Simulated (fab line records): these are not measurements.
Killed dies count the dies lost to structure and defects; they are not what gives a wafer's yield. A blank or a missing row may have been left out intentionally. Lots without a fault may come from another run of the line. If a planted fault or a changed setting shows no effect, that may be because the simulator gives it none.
fab line records -- flow sky130
record: lots: 6, wafers: 18, last_day: 50
route steps=708 shown SONOS_ONO@186 GATE_OXIDE@187 PAD_OPEN@708
lots that met no fault: from a run of the same line without faults
start_h: hours from the record's first day to the start of the lot's first wafer shown -- wait_h: hours from the lot's prior step to this one -- " identical to the entry in the row above -- L1.1+2: several wafers, shown together as one row -- - no value, or no start was given -- * or withheld: withheld -- < > ~ a bound
route shown NAME@n: names a module that has steps shown in the file, with the first one's number in the route -- usual: mean and standard deviation over wafers with no fault -- same: alike in all rows -- chamber/n: place in a boat -- sites: each site's reading -- _std_site: standard deviation across them -- _edge_site: inner sites' mean taken away from outer sites' mean -- radius_mm: for every site, how far away it sits from the centre of the wafer -- mask NAME#n: copy n -- behind: tool/chamber where the wafer was last shaped -- hold: what put the lot on hold/how long, in hours/how the hold closed -- device: transistor that didn't switch, given as n, p or np -- end of line: at the end of the route, the tests of the same wafers -- a step given without rows: its recipe and nothing more -- killed: the dies lost at the first sort to structure and to defects; this is not the yield of the wafer -- map: shows each die of a wafer: x if killed, . if not, _ if none is there
set.NAME: the run value of the setting; set.NAME@STEP: its run value at that earlier step -- model.NAME: the simulator's own value behind a step, which no gauge read
lots at some steps of the route; a table a step, a row a wafer
services: a tool's chamber out of use, with start hour (start_h, from the record's first day; less than 0 if before it), hours out, and reason
== steps ==
step: SKY_SONOS_ONO_WET_ETCH_18
recipe: chemistry: H3PO4, target_depth_nm: 15, target: Si3N4, temp_c: 160, time_s: 172
step: SKY_GATE_OXIDE_CLEAN_00
recipe: chemistry: SC1/SC2, mix: 1:4:20, temp_c: 70, time_s: 150, dry: n2_spin
step: SKY_GATE_OXIDE_OXIDATION_01
recipe: temp_c: 900, ambient: O2, stabilise_s: 600, purge_s: 300, target_thk_a: 102.68, ox_time_s: 1473
step: SKY_GATE_OXIDE_THK_MEAS_02
recipe: reads: SiO2_of_GATE_OXIDE_OXIDATION_01
usual: GATE_OXIDE_OXIDATION_00_THK: 10.14/0.2
lot.wafer,tool,chamber,start_h,wait_h,GATE_OXIDE_OXIDATION_00_THK[nm]
L746.2,film_metro-01,-,333.50,0.0,9.83
L746.3,film_metro-01,-,333.50,0.0,10.07
L746.5,film_metro-01,-,333.50,0.0,9.89
L747.1,film_metro-02,-,343.54,0.0,10.00
L747.3,film_metro-02,-,343.54,0.0,10.12
L747.6,film_metro-02,-,343.54,0.0,9.98
L753.3,film_metro-01,-,390.87,0.0,9.82
L753.4,film_metro-01,-,390.87,0.0,9.96
L753.6,film_metro-01,-,390.87,0.0,9.75
L755.4,film_metro-04,-,405.05,0.0,10.29
L755.5,film_metro-04,-,405.05,0.0,10.08
L755.6,film_metro-04,-,405.05,0.0,10.06
L761.2,film_metro-01,-,453.14,0.0,10.32
L761.3,film_metro-01,-,453.14,0.0,10.25
L761.5,film_metro-01,-,453.14,0.0,10.37
L763.1,film_metro-02,-,474.88,0.0,10.67
L763.5,film_metro-02,-,474.88,0.0,10.57
L763.6,film_metro-02,-,474.88,0.0,10.73
step: SKY_GATE_OXIDE_DEHYDRATE_03
recipe: temp_c: 200, time_s: 60
step: SKY_GATE_OXIDE_HMDS_04
recipe: prime_time_s: 60, prime_temp_c: 120
step: SKY_GATE_OXIDE_COAT_05
recipe: resist: NOVOLAK, spin_rpm: 3000, resist_thk_nm: 1140
step: SKY_GATE_OXIDE_SOFTBAKE_06
recipe: temp_c: 90, time_s: 60, resist: NOVOLAK
step: SKY_GATE_OXIDE_EXPOSE_07
recipe: mask_id: LVOM, na: 0.6, source_shape: conventional, sigma_outer: 0.6, polarization: unpolarized, target_cd_nm: 600, dose_mj: 170
step: SKY_GATE_OXIDE_PEB_08
recipe: temp_c: withheld, time_s: *, resist: NOVOLAK
step: SKY_GATE_OXIDE_DEVELOP_09
recipe: resist: NOVOLAK, developer: TMAH, develop_time_s: 60, dev_temp_c: 23
step: SKY_GATE_OXIDE_OVL_MEAS_10
usual: GATE_OXIDE_OVL: 0.5/1.5
lot.wafer,tool,chamber,start_h,wait_h,GATE_OXIDE_OVL[nm]
L746.2,overlay-01,-,360.68,0.1,-0.5
L746.3,overlay-01,-,360.68,0.1,0.1
L746.5,overlay-01,-,360.68,0.1,-1.3
L747.1,overlay-01,-,370.16,0.1,0.4
L747.3,overlay-01,-,370.16,0.1,1.0
L747.6,overlay-01,-,370.16,0.1,0.6
L753.3,overlay-01,-,419.99,0.1,1.2
L753.4,overlay-01,-,419.99,0.1,2.0
L753.6,overlay-01,-,419.99,0.1,2.0
L755.4,overlay-02,-,434.39,0.1,2.8
L755.5,overlay-02,-,434.39,0.1,3.0
L755.6,overlay-02,-,434.39,0.1,2.6
L761.2,overlay-01,-,483.66,0.1,3.2
L761.3,overlay-01,-,483.66,0.1,1.3
L761.5,overlay-01,-,483.66,0.1,2.4
L763.1,overlay-01,-,505.63,0.1,2.2
L763.5,overlay-01,-,505.63,0.1,2.8
L763.6,overlay-01,-,505.63,0.1,3.1
step: SKY_GATE_OXIDE_IMPLANT_11
recipe: species: B, energy_kev: 10, dose_cm2: 2.6e+12, tilt_deg: withheld
usual: beam_energy_keV: 10.000/0.0032
lot.wafer,tool,chamber,start_h,wait_h,beam_energy_keV,model.implant.rp_nm,model.implant.drp_nm
L746.2,implanter-01,0,360.74,0.0,8.527,29.29,15.31
L746.3,implanter-01,0,360.74,0.0,8.532,29.29,15.31
L746.5,implanter-01,0,360.74,0.0,8.527,29.29,15.31
L747.1,implanter-01,0,370.19,0.0,8.533,28.72,15.31
L747.3,implanter-01,0,370.19,0.0,8.532,28.72,15.31
L747.6,implanter-01,0,370.19,0.0,8.530,28.72,15.31
L753.3,implanter-04,0,420.06,0.1,10.002,33.17,17.11
L753.4,implanter-04,0,420.06,0.1,10.002,33.17,17.11
L753.6,implanter-04,0,420.06,0.1,9.995,33.17,17.11
L755.4,implanter-01,0,434.49,0.1,9.995,33.25,17.11
L755.5,implanter-01,0,434.49,0.1,9.995,33.25,17.11
L755.6,implanter-01,0,434.49,0.1,9.995,33.25,17.11
L761.2,implanter-02,0,483.72,0.0,10.004,32.7,17.11
L761.3,implanter-02,0,483.72,0.0,10.006,32.7,17.11
L761.5,implanter-02,0,483.72,0.0,10.002,32.7,17.11
L763.1,implanter-02,0,505.67,0.0,9.999,32.76,17.11
L763.5,implanter-02,0,505.67,0.0,10.003,32.76,17.11
L763.6,implanter-02,0,505.67,0.0,10.001,32.76,17.11
step: SKY_GATE_OXIDE_WET_ETCH_12
recipe: chemistry: dHF, target_depth_nm: 16.8, dry: n2_spin, target: SiO2, dilution: 100:1, temp_c: 25, time_s: 336
step: SKY_GATE_OXIDE_STRIP_13
recipe: chemistry: O2/N2, power_w: 1400, pressure_mtorr: 1500, platen_temp_c: withheld, o2_flow_sccm: 3000, n2_flow_sccm: 300, overash_fraction: 0.5
usual: drypump_motor_current_A: 5.7/0.5, oes_product_au: 0.715/0.0046, strip_time_to_endpoint_s: 14.20/0.042
lot.wafer,tool,chamber,start_h,wait_h,drypump_motor_current_A,oes_product_au,rf_hours_counter_h,strip_time_to_endpoint_s
L746.2,plasma_asher-01,0,360.98,0.0,5.3,0.717,57,14.23
L746.3,plasma_asher-01,1,360.98,0.0,6.3,0.715,-,14.27
L746.5,plasma_asher-01,1,360.98,0.0,6.3,0.717,-,14.23
L747.1,plasma_asher-04,1,370.45,0.0,5.1,0.715,72,14.19
L747.3,plasma_asher-04,1,370.45,0.0,5.1,0.715,-,14.17
L747.6,plasma_asher-04,1,370.45,0.0,5.1,0.716,-,14.20
L753.3,plasma_asher-04,1,420.30,0.0,5.1,0.721,-,14.19
L753.4,plasma_asher-04,0,420.30,0.0,5.8,0.713,-,14.19
L753.6,plasma_asher-04,0,420.30,0.0,5.8,0.714,-,14.18
L755.4,plasma_asher-04,1,434.70,0.0,5.1,0.716,-,14.10
L755.5,plasma_asher-04,0,434.70,0.0,5.8,0.712,-,14.14
L755.6,plasma_asher-04,1,434.70,0.0,5.1,0.719,-,14.11
L761.2,plasma_asher-04,0,483.94,0.0,5.8,0.717,84,14.20
L761.3,plasma_asher-04,1,483.94,0.0,5.1,0.710,-,14.18
L761.5,plasma_asher-04,1,483.94,0.0,5.1,0.718,-,14.19
L763.1,plasma_asher-01,1,505.92,0.0,6.3,0.714,8,14.12
L763.5,plasma_asher-01,0,505.92,0.0,5.3,0.720,-,14.16
L763.6,plasma_asher-01,1,505.92,0.0,6.3,0.711,-,14.12
step: SKY_GATE_OXIDE_TW_MEAS_14
usual: GATE_OXIDE_TW: 221.4/1.3
lot.wafer,tool,chamber,start_h,wait_h,GATE_OXIDE_TW
L746.2,film_metro-04,-,361.09,0.1,213.9
L746.3,film_metro-04,-,361.09,0.1,214.3
L746.5,film_metro-04,-,361.09,0.1,212.7
L747.1,film_metro-01,-,370.55,0.1,215.0
L747.3,film_metro-01,-,370.55,0.1,214.4
L747.6,film_metro-01,-,370.55,0.1,216.1
L753.3,film_metro-04,-,420.38,0.1,219.3
L753.4,film_metro-04,-,420.38,0.1,221.0
L753.6,film_metro-04,-,420.38,0.1,221.0
L755.4,film_metro-04,-,434.79,0.1,220.4
L755.5,film_metro-04,-,434.79,0.1,219.7
L755.6,film_metro-04,-,434.79,0.1,221.3
L761.2,film_metro-04,-,484.05,0.1,219.0
L761.3,film_metro-04,-,484.05,0.1,220.5
L761.5,film_metro-04,-,484.05,0.1,219.2
L763.1,film_metro-02,-,506.02,0.1,221.4
L763.5,film_metro-02,-,506.02,0.1,221.2
L763.6,film_metro-02,-,506.02,0.1,220.3
step: SKY_GATE_OXIDE_CLEAN_15
recipe: chemistry: SC1/SC2, mix: 1:4:20, temp_c: 70, time_s: 150, dry: n2_spin
step: SKY_PAD_OPEN_PROBE_99
usual: killed_at_M0_to_M3: 44/7.3, killed_at_M4_up: 3.5/1.8, killed_at_contacts: 24/5.8, killed_at_front_end: 16/4.3, killed_at_other: 0.5/0.68, killed_dies: 88/9.4, killed_open: 48/6.8, killed_short: 40/6.1
same: gross_dies: 492, killed_at_back_side: 0
lot.wafer,tool,chamber,start_h,wait_h,killed_at_M0_to_M3,killed_at_M4_up,killed_at_contacts,killed_at_front_end,killed_at_other,killed_dies,killed_open,killed_short,model.etest.pfet_01v8_lvt.off_log10_a_um,model.etest.pfet_01v8_lvt.vt_sat_v,model.etest.pfet_01v8_lvt.vt_v,model.etest.pfet_01v8_lvt.vt_long_v,model.etest.nfet_01v8_lvt.vt_long_v,model.etest.pfet_01v8_lvt.body_rise_v,model.etest.pfet_01v8.body_rise_v
L746.2,prober-02,-,1114.39,0.1,43,2,39,15,0,99,56,43,-9.496,-0.4798,-0.5631,-0.6781,0.4335,-0.1946,-0.1865
L746.3,prober-02,-,1114.44,0.2,54,1,26,17,1,99,59,40,-9.548,-0.4717,-0.5548,-0.6721,0.4421,-0.1975,-0.1887
L746.5,prober-02,-,1114.54,0.2,50,1,36,10,0,97,60,37,-9.522,-0.474,-0.5571,-0.6736,0.4434,-0.1969,-0.1901
L747.1,prober-01,-,1121.86,0.1,46,4,18,19,1,88,42,45,-9.662,-0.4896,-0.5709,-0.6859,0.4467,-0.1934,-0.189
L747.3,prober-01,-,1121.96,0.2,58,3,16,18,0,95,54,40,-9.884,-0.4898,-0.5682,-0.6847,0.45,-0.1932,-0.1903
L747.6,prober-01,-,1122.11,0.2,42,2,24,22,2,92,46,42,-9.847,-0.4948,-0.5727,-0.6843,0.4409,-0.1943,-0.1883
L753.3,prober-02,-,1153.84,0.2,41,3,30,26,0,100,61,39,-9.001,-0.449,-0.5397,-0.6571,0.437,-0.1992,-0.1858
L753.4,prober-02,-,1153.89,0.2,42,2,26,24,0,94,46,48,-8.867,-0.4403,-0.5323,-0.6518,0.4403,-0.1999,-0.1868
L753.6,prober-02,-,1153.99,0.2,43,3,25,20,1,92,50,41,-8.917,-0.4419,-0.5365,-0.6547,0.4348,-0.2005,-0.1854
L755.4,prober-01,-,1164.36,0.2,46,6,28,25,1,106,55,51,-9.05,-0.4389,-0.5312,-0.6519,0.431,-0.1993,-0.1851
L755.5,prober-01,-,1164.41,0.2,47,2,22,16,1,88,52,36,-8.848,-0.4259,-0.5253,-0.6483,0.4346,-0.1976,-0.1876
L755.6,prober-01,-,1164.46,0.2,48,1,14,8,0,71,29,42,-8.778,-0.4371,-0.5303,-0.6499,0.43,-0.1991,-0.1822
L761.2,prober-02,-,1187.77,0.1,47,3,19,18,0,87,50,37,-8.741,-0.4287,-0.5214,-0.6402,0.4364,-0.2047,-0.1863
L761.3,prober-02,-,1187.82,0.2,39,0,19,16,0,74,40,34,-8.658,-0.4262,-0.5209,-0.64,0.4366,-0.2027,-0.1862
L761.5,prober-02,-,1187.92,0.2,40,4,22,14,1,81,48,32,-8.725,-0.4356,-0.5262,-0.6423,0.4415,-0.203,-0.1856
L763.1,prober-01,-,1198.42,0.1,38,4,21,23,1,87,51,36,-8.727,-0.4281,-0.5239,-0.6416,0.4508,-0.2047,-0.1915
L763.5,prober-01,-,1198.62,0.2,37,5,26,17,0,85,50,35,-8.642,-0.4279,-0.5188,-0.6389,0.4451,-0.2007,-0.1883
L763.6,prober-01,-,1198.67,0.2,34,1,26,17,0,78,48,30,-8.551,-0.4276,-0.5219,-0.6424,0.4477,-0.201,-0.1894
killed by level:class
L746.2 LI_CONTACT:geometric_particle:open=14 CONTACT:geometric_particle:open=11 VIA2:geometric_particle:open=8 METAL3:geometric_particle:short=7 FIELD_ISO:geometric_particle:open=5 LI_CONTACT:geometric_particle:short=5 VIA1:geometric_particle:open=5 METAL2:geometric_particle:short=5
L746.3 VIA1:geometric_particle:open=12 CONTACT:geometric_particle:open=9 VIA2:geometric_particle:open=9 VIA3:geometric_particle:open=8 LI_CONTACT:geometric_particle:open=7 METAL1:geometric_particle:short=6 SPACER:geometric_particle:short=5 CONTACT:geometric_particle:short=4
L746.5 CONTACT:geometric_particle:open=13 VIA1:geometric_particle:open=10 VIA3:geometric_particle:open=9 VIA2:geometric_particle:open=7 LI_CONTACT:geometric_particle:open=7 METAL1:geometric_particle:short=7 CONTACT:geometric_particle:short=6 LI_CONTACT:geometric_particle:short=4
L747.1 VIA1:geometric_particle:open=13 POLY_GATE:geometric_particle:short=8 METAL3:geometric_particle:short=7 VIA3:geometric_particle:open=7 METAL1:geometric_particle:short=6 LI_CONTACT:geometric_particle:open=6 LOCAL_INTERCONNECT:geometric_particle:short=5 POLY_GATE:geometric_particle:open=4
L747.3 VIA1:geometric_particle:open=15 METAL1:geometric_particle:short=9 LI_CONTACT:geometric_particle:open=7 VIA2:geometric_particle:open=6 CONTACT:geometric_particle:open=6 VIA3:geometric_particle:open=6 POLY_GATE:geometric_particle:open=5 VIA1:geometric_particle:short=5
L747.6 LI_CONTACT:geometric_particle:open=7 VIA1:geometric_particle:short=7 VIA2:geometric_particle:open=7 CONTACT:geometric_particle:open=6 VIA3:geometric_particle:open=6 FIELD_ISO:geometric_particle:open=5 POLY_GATE:geometric_particle:short=5 CONTACT:geometric_particle:short=5
L753.3 CONTACT:geometric_particle:open=12 LI_CONTACT:geometric_particle:open=11 VIA1:geometric_particle:open=8 METAL1:geometric_particle:short=7 POLY_GATE:geometric_particle:short=7 FIELD_ISO:geometric_particle:open=6 METAL2:geometric_particle:short=6 VIA2:geometric_particle:open=6
L753.4 CONTACT:geometric_particle:open=8 VIA1:geometric_particle:open=8 METAL2:geometric_particle:short=8 POLY_GATE:geometric_particle:open=7 LI_CONTACT:geometric_particle:open=7 LOCAL_INTERCONNECT:geometric_particle:short=6 FIELD_ISO:geometric_particle:short=5 POLY_GATE:geometric_particle:short=5
L753.6 METAL1:geometric_particle:short=8 LI_CONTACT:geometric_particle:open=8 VIA1:geometric_particle:open=8 CONTACT:geometric_particle:open=6 VIA2:geometric_particle:open=6 FIELD_ISO:geometric_particle:open=5 CONTACT:geometric_particle:short=5 VIA3:geometric_particle:open=5
L755.4 VIA1:geometric_particle:open=13 CONTACT:geometric_particle:open=11 FIELD_ISO:geometric_particle:short=8 LI_CONTACT:geometric_particle:open=7 METAL1:geometric_particle:short=7 CONTACT:geometric_particle:short=6 POLY_GATE:geometric_particle:short=5 METAL2:geometric_particle:short=5
L755.5 VIA1:geometric_particle:open=9 LI_CONTACT:geometric_particle:open=8 VIA2:geometric_particle:open=8 METAL1:geometric_particle:short=7 VIA3:geometric_particle:open=7 FIELD_ISO:geometric_particle:open=6 METAL2:geometric_particle:short=5 POLY_GATE:geometric_particle:short=4
L755.6 VIA1:geometric_particle:open=11 VIA1:geometric_particle:short=8 METAL1:geometric_particle:short=8 METAL2:geometric_particle:short=6 CONTACT:geometric_particle:open=5 VIA2:geometric_particle:short=5 FIELD_ISO:geometric_particle:open=3 LOCAL_INTERCONNECT:geometric_particle:short=3
L761.2 VIA2:geometric_particle:open=11 VIA1:geometric_particle:open=10 LI_CONTACT:geometric_particle:open=8 VIA1:geometric_particle:short=6 METAL2:geometric_particle:short=6 CONTACT:geometric_particle:open=5 METAL1:geometric_particle:short=5 FIELD_ISO:geometric_particle:open=4
L761.3 VIA1:geometric_particle:open=11 LI_CONTACT:geometric_particle:open=10 CONTACT:geometric_particle:open=6 POLY_GATE:geometric_particle:short=5 VIA2:geometric_particle:open=5 VIA3:geometric_particle:short=5 METAL1:geometric_particle:short=4 FIELD_ISO:geometric_particle:short=3
L761.5 CONTACT:geometric_particle:open=10 VIA1:geometric_particle:open=10 FIELD_ISO:geometric_particle:open=6 LI_CONTACT:geometric_particle:open=5 VIA3:geometric_particle:short=5 VIA2:geometric_particle:open=5 METAL1:geometric_particle:short=5 METAL3:geometric_particle:short=5
L763.1 VIA1:geometric_particle:open=9 CONTACT:geometric_particle:open=8 FIELD_ISO:geometric_particle:open=7 LI_CONTACT:geometric_particle:open=7 POLY_GATE:geometric_particle:short=7 VIA2:geometric_particle:open=6 VIA3:geometric_particle:open=4 FIELD_ISO:geometric_particle:short=3
L763.5 CONTACT:geometric_particle:open=9 LI_CONTACT:geometric_particle:open=8 VIA1:geometric_particle:open=7 FIELD_ISO:geometric_particle:short=6 VIA2:geometric_particle:open=6 VIA3:geometric_particle:open=6 METAL1:geometric_particle:short=5 POLY_GATE:geometric_particle:open=4
L763.6 CONTACT:geometric_particle:open=9 VIA1:geometric_particle:open=8 FIELD_ISO:geometric_particle:open=7 LI_CONTACT:geometric_particle:open=6 VIA3:geometric_particle:open=6 METAL2:geometric_particle:short=5 VIA2:geometric_particle:open=5 LI_CONTACT:geometric_particle:short=4
== services ==
tool,chamber,start_h,hours,kind
plasma_asher-01,-,349.52,7.0,repair
plasma_asher-04,-,381.32,0.6,repair
plasma_asher-04,-,391.98,3.4,repair
implanter-02,-,399.32,4.1,pm
implanter-01,-,404.28,1.6,repair
plasma_asher-01,-,421.25,9.0,pm
plasma_asher-01,0,421.25,9.0,vent_cycle
plasma_asher-01,1,421.25,9.0,vent_cycle
plasma_asher-01,0,430.25,-,clean
plasma_asher-01,1,430.25,-,clean
implanter-01,-,439.28,5.4,repair
implanter-02,-,446.11,1.1,repair
implanter-01,-,450.88,10.0,repair
implanter-02,-,473.37,4.7,repair
implanter-04,-,478.10,4.3,repair
implanter-02,-,478.30,2.0,repair
plasma_asher-01,-,500.83,1.7,repair
== key ==
first_sign: step: SKY_GATE_OXIDE_IMPLANT_11, reading: beam_energy_keV, direction: down, sigmas: 99+, usual: *, struck: *
effect: step: SKY_GATE_OXIDE_TW_MEAS_14, reading: GATE_OXIDE_TW, direction: down, sigmas: 5.3, usual: 221.4, struck: 214.4
model_effect: step: SKY_GATE_OXIDE_IMPLANT_11, value: implant.rp_nm, without: 33.03, struck: 29
model_effect: step: SKY_PAD_OPEN_PROBE_99, value: etest.pfet_01v8_lvt.off_log10_a_um, without: -8.899, struck: -9.66
met_at SKY_GATE_OXIDE_IMPLANT_11
struck_wafers L746.2,L746.3,L746.5,L747.1,L747.3,L747.6
tester_left_out L746,L747
fault: kind: process_parameter_drift, tool: implanter-01, chamber: -, onset_h: 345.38, steps: SKY_GATE_OXIDE_IMPLANT_11, channel: energy_kev, offset: *, shape: step, end_h: 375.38, acts_in: *, stated: *
tester_left_out: of these lots the tester's yield and bins aren't shown, on N5 and GAA mostly nor the transistor test; their killed dies are dies lost to structure and defects alone, not to doping, threshold or leakage, so they don't give the yield
